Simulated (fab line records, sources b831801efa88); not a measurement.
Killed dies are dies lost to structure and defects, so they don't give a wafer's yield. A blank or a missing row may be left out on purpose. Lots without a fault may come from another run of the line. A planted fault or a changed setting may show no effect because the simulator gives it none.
fab line records | flow sky130
record lots=14 wafers=39 last_day=51
route steps=708 shown VT_ADJUST_HVTP@93 VT_ADJUST_HVTR@141 SONOS_ONO@177 METAL2@485 PAD_OPEN@708
lots that met no fault: from a run of the same line without faults
start_h: hours from the record's first day to the start of the lot's first wafer shown | wait_h: hours since the lot's step before | " the same as in the row above | L1.1+2: a row that stands for several wafers | - no value, or no start given | * or withheld: withheld | < > ~ a bound
route shown NAME@n: a module of which the file shows steps, and the number in the route of the first | usual: mean/standard deviation of fault-free wafers | same: alike in all rows | chamber/n: place in a boat | sites: the reading at each site | _std_site: their standard deviation | _edge_site: outer sites' mean less inner sites' | radius_mm: how far each site lies from the wafer's centre | mask NAME#n: copy n | behind: the tool/chamber that last shaped the wafer | hold: why the lot was held/for how many hours/how that ended | device: the transistor (n, p or np) that didn't switch | end of line: the same wafers' tests at the end of the route | a step without rows: its recipe alone | killed: dies lost to structure and defects at the first sort, not the wafer's yield | map: a wafer's dies, x killed, . not, _ none there
set.NAME: the setting as run; set.NAME@STEP: as run at that earlier step | model.NAME: the simulator's own value behind a step, which no gauge read
steps of the route over a sample of lots; a table a step, a row a wafer
services: from which hour (start_h, from the record's first day; less than 0 if before it) a tool's chamber was out of use, for how many hours, and why
## steps
# step SKY_VT_ADJUST_HVTP_OVL_MEAS_08
# usual VT_ADJUST_HVTP_OVL=-0.8/1.3
# columns lot.wafer tool chamber start_h wait_h VT_ADJUST_HVTP_OVL[nm]
L288.2 overlay-01 - 130.39 0.1 0.0
L288.3 " - " " -1.0
L288.4 " - " " -0.3
L290.1 overlay-01 - 144.67 0.1 -4.3
L290.3 " - " " -4.9
L290.5 " - " " -3.2
L291.1 overlay-02 - 153.99 0.1 -1.3
L291.4 " - " " -1.0
L291.6 " - " " -2.4
L292.2 overlay-02 - 155.57 0.1 0.9
L292.4 " - " " 0.5
L292.6 " - " " 1.1
L293.1 overlay-02 - 159.75 0.1 -1.8
L293.3 " - " " -2.1
L293.6 " - " " -1.5
L294.1 overlay-02 - 169.29 0.1 -0.5
L294.2 " - " " -1.1
L294.3 " - " " -0.7
L296.1 overlay-02 - 178.80 0.1 -2.2
L296.2 " - " " -1.5
L296.3 " - " " -1.8
L299.2 overlay-01 - 198.00 0.1 -0.9
L299.4 " - " " 1.2
L299.5 " - " " 0.6
L300.1 overlay-02 - 207.74 0.1 -0.1
L300.2 " - " " -0.5
L300.4 " - " " -0.9
L301.1 overlay-02 - 216.59 0.1 0.0
L301.2 " - " " -1.2
L301.3 " - " " -0.4
L307.3 overlay-01 - 253.75 0.1 -0.1
L307.6 " - " " 0.9
L309.1 overlay-02 - 259.71 0.1 -1.0
L309.6 " - " " -1.1
L310.1 overlay-01 - 265.04 0.1 -2.8
L310.3 " - " " -1.3
L310.4 " - " " -1.6
L311.3 overlay-02 - 269.23 0.1 -1.9
L311.6 " - " " -1.0
# step SKY_VT_ADJUST_HVTR_STRIP_10
# recipe chemistry=O2/N2 power_w=1400 pressure_mtorr=1500 platen_temp_c=withheld o2_flow_sccm=3000 n2_flow_sccm=300 overash_fraction=0.5
# usual chamber_pressure_mTorr=1500.1/1.3 drypump_motor_current_A=5.5/0.39 oes_product_au=0.716/0.0046 strip_time_to_endpoint_s=14.17/0.041
# columns lot.wafer tool chamber start_h wait_h chamber_pressure_mTorr drypump_motor_current_A oes_product_au rf_hours_counter_h strip_time_to_endpoint_s
L288.2 plasma_asher-01 0 216.00 0.1 1502.1 5.0 0.710 10 14.13
L288.3 " 0 " " 1498.7 5.0 0.718 - 14.12
L288.4 " 1 " " 1500.1 5.8 0.724 - 14.15
L290.1 plasma_asher-01 1 233.55 0.1 1500.9 5.8 0.718 12 14.17
L290.3 " 1 " " 1503.5 5.8 0.714 - 14.18
L290.5 " 1 " " 1500.0 5.8 0.717 - 14.17
L291.1 plasma_asher-03 0 244.80 0.1 1498.7 5.4 0.718 50 14.15
L291.4 " 0 " " 1498.7 5.4 0.723 - 14.17
L291.6 " 0 " " 1500.5 5.4 0.717 - 14.17
L292.2 plasma_asher-03 1 245.68 0.1 1500.0 6.1 0.713 50 14.23
L292.4 " 1 " " 1498.8 6.1 0.715 - 14.19
L292.6 " 0 " " 1499.9 5.4 0.711 - 14.18
L293.1 plasma_asher-01 1 250.25 0.1 1499.8 5.9 0.714 13 14.18
L293.3 " 0 " " 1501.3 5.0 0.711 - 14.20
L293.6 " 0 " " 1499.0 5.0 0.715 - 14.23
L294.1 plasma_asher-02 0 260.92 0.1 1500.8 5.5 0.715 45 14.15
L294.2 " 1 " " 1500.9 5.2 0.714 45 14.11
L294.3 " 1 " " 1501.0 5.2 0.713 - 14.13
L296.1 plasma_asher-01 1 272.20 0.1 1501.3 5.9 0.722 15 14.14
L296.2 " 0 " " 1500.5 5.0 0.706 15 14.15
L296.3 " 0 " " 1499.6 5.0 0.711 - 14.13
L299.2 plasma_asher-03 0 293.35 0.1 1499.9 5.4 0.715 55 14.26
L299.4 " 0 " " 1498.6 5.4 0.716 - 14.26
L299.5 " 0 " " 1500.5 5.3 0.726 - 14.26
L300.1 plasma_asher-01 1 303.75 0.1 1499.0 5.8 0.717 18 14.20
L300.2 " 0 " " 1500.4 5.0 0.714 18 14.19
L300.4 " 1 " " 1498.0 5.9 0.712 - 14.17
L301.1 plasma_asher-01 0 314.00 0.1 1500.2 5.0 0.710 19 14.19
L301.2 " 1 " " 1498.9 5.8 0.720 19 14.20
L301.3 " 0 " " 1499.8 4.9 0.717 - 14.15
L307.3 plasma_asher-02 0 358.13 0.1 1498.3 5.5 0.713 - 14.13
L307.6 " 0 " " 1500.1 5.4 0.713 - 14.14
L309.1 plasma_asher-01 1 364.40 0.1 1501.3 5.8 0.709 24 14.17
L309.6 " 0 " " 1497.7 5.0 0.712 - 14.19
L310.1 plasma_asher-01 1 370.75 0.1 1500.9 5.8 0.714 25 14.15
L310.3 " 1 " " 1499.4 5.8 0.721 - 14.15
L310.4 " 0 " " 1498.7 5.0 0.719 - 14.18
L311.3 plasma_asher-03 0 376.48 0.1 1501.2 5.4 0.718 - 14.11
L311.6 " 0 " " 1500.4 5.3 0.712 - 14.15
# step SKY_SONOS_ONO_SOFTBAKE_09
# recipe temp_c=90 time_s=60 resist=NOVOLAK
# usual heater_power_total_W=56.59/0.043 run_length_s=89.1/0.34
# columns lot.wafer tool chamber start_h wait_h heater_power_total_W run_length_s
L288.2 litho_track-03 0 281.92 0.1 56.66 88.7
L288.3 " 0 " " 56.62 88.9
L288.4 " 0 " " 56.68 88.6
L290.1 litho_track-03 0 307.24 0.1 56.52 88.5
L290.3 " 0 " " 56.57 88.8
L290.5 " 0 " " 56.52 88.6
L292.2 litho_track-03 0 312.67 0.1 56.60 89.0
L292.4 " 0 " " 56.55 88.6
L292.6 " 0 " " 56.54 88.9
L291.1 litho_track-02 0 312.92 0.1 56.54 89.6
L291.4 " 0 " " 56.56 89.3
L291.6 " 0 " " 56.64 89.3
L293.1 litho_track-04 0 320.19 0.1 56.59 89.2
L293.3 " 0 " " 56.58 89.3
L293.6 " 0 " " 56.61 89.4
L294.1 litho_track-02 0 330.07 0.1 56.61 89.4
L294.2 " 0 " " 56.56 89.4
L294.3 " 0 " " 56.57 89.3
L296.1 litho_track-02 0 341.62 0.1 56.59 89.3
L296.2 " 0 " " 56.61 89.3
L296.3 " 0 " " 56.67 89.3
L299.2 litho_track-03 0 366.02 0.1 56.57 88.8
L299.4 " 0 " " 56.61 88.7
L299.5 " 0 " " 56.57 88.7
L300.1 litho_track-04 0 377.49 0.1 56.65 89.2
L300.2 " 0 " " 56.50 89.1
L300.4 " 0 " " 56.61 89.3
L301.1 litho_track-02 0 387.42 0.1 56.63 89.5
L301.2 " 0 " " 56.52 89.3
L301.3 " 0 " " 56.62 89.5
L307.3 litho_track-02 0 439.22 0.1 56.53 89.3
L307.6 " 0 " " 60.27 78.6
L309.1 litho_track-02 0 446.36 0.1 60.37 78.5
L309.6 " 0 " " 60.31 78.5
L310.1 litho_track-04 0 452.54 0.1 56.65 89.1
L310.3 " 0 " " 56.60 89.4
L310.4 " 0 " " 56.58 89.1
L311.3 litho_track-02 0 456.96 0.1 56.59 89.5
L311.6 " 0 " " 60.32 78.5
# step SKY_METAL2_SPUTTER_02
# recipe material=AlCu target_thk_nm=250 power_w=10600 time_s=13.3 chamber_pressure_pa=0.4
# usual throttle_valve_pct=30.4/1.2
# columns lot.wafer tool chamber start_h wait_h throttle_valve_pct
L288.2 pvd_sputter-02 - 816.79 0.0 29.1
L288.3 " - " " 30.7
L288.4 " - " " 29.5
L290.1 pvd_sputter-03 - 843.49 0.0 30.8
L290.3 " - " " 28.2
L290.5 " - " " 30.1
L291.1 pvd_sputter-01 - 846.05 0.0 31.4
L291.4 " - " " 31.7
L291.6 " - " " 31.4
L292.2 pvd_sputter-03 - 846.70 0.0 30.0
L292.4 " - " " 27.9
L292.6 " - " " 28.0
L293.1 pvd_sputter-01 - 852.90 0.0 31.5
L293.3 " - " " 31.5
L293.6 " - " " 31.6
L294.1 pvd_sputter-02 - 864.98 0.0 30.8
L294.2 " - " " 29.5
L294.3 " - " " 29.2
L296.1 pvd_sputter-02 - 873.42 0.0 29.1
L296.2 " - " " 29.3
L296.3 " - " " 30.8
L299.2 pvd_sputter-01 - 899.21 0.0 31.3
L299.4 " - " " 31.9
L299.5 " - " " 31.2
L300.1 pvd_sputter-01 - 905.21 0.0 32.0
L300.2 " - " " 31.3
L300.4 " - " " 32.0
L301.1 pvd_sputter-01 - 914.50 0.0 31.3
L301.2 " - " " 31.2
L301.3 " - " " 31.8
L307.3 pvd_sputter-01 - 957.54 0.0 31.1
L307.6 " - " " 31.1
L309.1 pvd_sputter-02 - 964.29 0.0 29.8
L309.6 " - " " 28.9
L310.1 pvd_sputter-03 - 971.50 0.0 28.8
L310.3 " - " " 27.8
L310.4 " - " " 30.1
L311.3 pvd_sputter-02 - 973.20 0.0 29.9
L311.6 " - " " 29.7
# step SKY_PAD_OPEN_PROBE_99
# usual killed_at_M0_to_M3=44/7.2 killed_at_M4_up=2.9/1.8 killed_at_contacts=24/5.2 killed_at_front_end=15/4 killed_at_other=0.2/0.49 killed_dies=85/9.1 killed_open=47/6.8 killed_short=38/5.7
# same gross_dies=492 killed_at_back_side=0
# columns lot.wafer tool chamber start_h wait_h killed_at_M0_to_M3 killed_at_M4_up killed_at_contacts killed_at_front_end killed_at_other killed_dies killed_open killed_short
L307.3 prober-01 - 1204.31 0.2 48 2 29 11 1 91 50 41
# killed by level:class
L307.3 VIA3:geometric_particle:open=12 CONTACT:geometric_particle:open=11 LI_CONTACT:geometric_particle:open=9 VIA2:geometric_particle:open=9 VIA1:geometric_particle:short=8 METAL1:geometric_particle:short=6 CONTACT:geometric_particle:short=5 FIELD_ISO:geometric_particle:short=4
## services
# columns tool chamber start_h hours kind
pvd_sputter-02 - 232.57 0.5 repair
pvd_sputter-01 - 350.87 2.0 repair
pvd_sputter-02 - 355.28 3.1 repair
pvd_sputter-02 - 376.88 2.7 repair
pvd_sputter-01 - 383.80 2.1 repair
pvd_sputter-01 - 416.12 2.0 repair
plasma_asher-03 - 421.25 9.0 pm
pvd_sputter-02 - 428.82 3.0 repair
pvd_sputter-01 - 431.40 0.9 repair
plasma_asher-01 - 458.12 3.1 repair
plasma_asher-03 - 508.31 19.8 pm
pvd_sputter-02 - 552.21 8.5 repair
plasma_asher-01 - 562.30 0.8 repair
pvd_sputter-02 - 569.87 1.5 repair
pvd_sputter-01 - 570.89 24.6 repair
pvd_sputter-01 - 629.20 7.8 repair
plasma_asher-01 - 690.53 2.8 pm
plasma_asher-03 - 704.69 5.0 repair
pvd_sputter-02 - 744.56 13.8 repair
pvd_sputter-02 - 753.37 1.3 repair
pvd_sputter-02 - 769.51 2.3 repair
plasma_asher-03 - 788.62 0.7 repair
plasma_asher-03 - 792.67 2.2 repair
pvd_sputter-01 - 962.29 24.6 repair
## key
first_sign step=SKY_SONOS_ONO_SOFTBAKE_09 reading=heater_power_total_W direction=up sigmas=86 usual=* struck=*
effect step=SKY_SONOS_ONO_SOFTBAKE_09 reading=run_length_s direction=down sigmas=31 usual=* struck=*
met_at SKY_SONOS_ONO_SOFTBAKE_09
struck_lots L307,L309,L311
struck_wafers L307.6,L309.1,L309.6,L311.6
tester_left_out L307,L309,L311
not_acting_at SKY_VT_ADJUST_HVTP_OVL_MEAS_08,SKY_VT_ADJUST_HVTR_STRIP_10,SKY_METAL2_SPUTTER_02
onset_between 387.42 439.22
fault kind=process_parameter_drift tool=litho_track-02 chamber=- onset_h=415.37 steps=SKY_SONOS_ONO_SOFTBAKE_09 channel=time_s offset=* shape=step end_h=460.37 scope=struck_wafers_only acts_in=* stated=*
# tester_left_out: of these lots the tester's yield and bins aren't shown, on N5 and GAA mostly nor the transistor test; their killed dies are dies lost to structure and defects alone, not to doping, threshold or leakage, so they don't give the yield
